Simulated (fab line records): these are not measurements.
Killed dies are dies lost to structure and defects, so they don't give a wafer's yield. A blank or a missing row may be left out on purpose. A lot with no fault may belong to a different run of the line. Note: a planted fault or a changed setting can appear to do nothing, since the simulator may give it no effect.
Which tool was responsible? || flow sky130 || 7 lots, 21 wafers sampled, at 2 steps of a route of 708

## WHAT THE GAUGES READ, wafer by wafer
SKY_VT_ADJUST_HVTR_CD_MEAS_07: target cd 380 nm.
{"lot": "L288", "measured": "day 10 01:56", "on": "cd_sem-01", "cd_nm (nm)": "377.4 379.7 379.5"}
{"lot": "L291", "measured": "day 11 08:18", "on": "cd_sem-02", "cd_nm (nm)": "379.7 379.5 378.1"}
{"lot": "L293", "measured": "day 11 15:52", "on": "cd_sem-02", "cd_nm (nm)": "383.4 381.1 381.0"}
{"lot": "L299", "measured": "day 13 21:28", "on": "cd_sem-01", "cd_nm (nm)": "378.0 376.3 376.6"}
{"lot": "L304", "measured": "day 15 04:22", "on": "cd_sem-01", "cd_nm (nm)": "378.9 380.1 380.8"}
{"lot": "L306", "measured": "day 15 13:50", "on": "cd_sem-02", "cd_nm (nm)": "378.8 376.1 377.2"}
{"lot": "L308", "measured": "day 16 10:13", "on": "cd_sem-02", "cd_nm (nm)": "384.2 378.8 381.3"}

## WHICH TOOL RAN EACH LOT (tool, then ch and the chambers of the sampled wafers, then the start)
{"lot": "L288", "SKY_FIELD_ISO_CMP_27": "cmp-02 ch 0,1, day 2 23:24"}
{"lot": "L291", "SKY_FIELD_ISO_CMP_27": "cmp-01 ch 0,2,3, day 3 18:30"}
{"lot": "L293", "SKY_FIELD_ISO_CMP_27": "cmp-01 ch 0,3, day 4 02:54"}
{"lot": "L299", "SKY_FIELD_ISO_CMP_27": "cmp-02 ch 0,2, day 5 13:16"}
{"lot": "L304", "SKY_FIELD_ISO_CMP_27": "cmp-02 ch 0,2,3, day 6 13:17"}
{"lot": "L306", "SKY_FIELD_ISO_CMP_27": "cmp-02 ch 0,1,2, day 6 20:54"}
{"lot": "L308", "SKY_FIELD_ISO_CMP_27": "cmp-01 ch 0,1,2, day 7 09:56"}
- SKY_FIELD_ISO_CMP_27: polishes, stops on Si3N4, t overpolish 16 s, target thk 457.8 nm.

## THE ANSWER, worked out from the rows above alone
Rule: what is usual is taken from the lots themselves. The widest of any qualifying gaps counts: lots, ordered by their means at a reading, are off when they make up no more than a third of the lots, leave a main group of 4 or more, and stand apart from it by 3 or more times the standard deviation of that group's means. Not used: any main group whose means are identical at the precision the tables above print for the reading. A lot without any number at a reading at which 4 lots or more have one is off too. Any other lot the step has rows for is counted as sound.
No lot is off on any of the readings shown, so nothing can be concluded from this.

## WHAT HAD BEEN PUT IN BY THE SIMULATOR
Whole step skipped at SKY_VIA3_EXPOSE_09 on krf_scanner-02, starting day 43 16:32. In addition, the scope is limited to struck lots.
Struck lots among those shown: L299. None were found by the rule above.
